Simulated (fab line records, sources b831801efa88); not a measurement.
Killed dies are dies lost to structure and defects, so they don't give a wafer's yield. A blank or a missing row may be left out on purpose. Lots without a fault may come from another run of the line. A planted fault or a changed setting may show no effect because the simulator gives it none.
Chamber matching | flow sky130 | SKY_POLY_GATE_ETCH_17 on rie_si-02: 4 sister chambers
The step etches poly-Si in HBr/Cl2, stops on SiO2, target depth 180 nm, time 70.5 s. 4 wafers are shown with their chamber, then 7 later ones without.

WAFERS WITH THEIR CHAMBER
wafer  | chamber | drypump_motor_current_A (A)
L472.5 | 1       | 6.6
L474.3 | 2       | 6.4
L478.2 | 0       | 5.2
L478.4 | 3       | 5.3

WAFERS WITHOUT THEIR CHAMBER
wafer  | drypump_motor_current_A (A)
L478.6 | 6.4
L484.1 | 5.2
L484.2 | 5.3
L484.3 | 6.7
L486.3 | 6.6
L486.4 | 6.4
L486.5 | 6.6

WHICH CHAMBER EACH WENT THROUGH
wafer  | from the rows above | in truth
L478.6 | 2                   | 2
L484.1 | 0                   | 0
L484.2 | 3                   | 3
L484.3 | 1                   | 1
L486.3 | 1                   | 1
L486.4 | 2                   | 2
L486.5 | 1                   | 1
Placed correctly: 7 of 7. Can't be placed from these rows: 0. Placed wrongly: 0.
How it was worked out, from the rows above alone: a wafer's distance from a chamber is the root of the sum, over the readings, of the square of ((its reading less the chamber's mean) divided by the reading's scatter). The wafer belongs to the nearest chamber; if the next one is less than 2 further off, it can't be placed. A chamber's mean is the mean of its shown wafers. The scatter: with one shown wafer a chamber, the root of the mean of the squares of how far each hidden wafer lies from its nearest shown one.
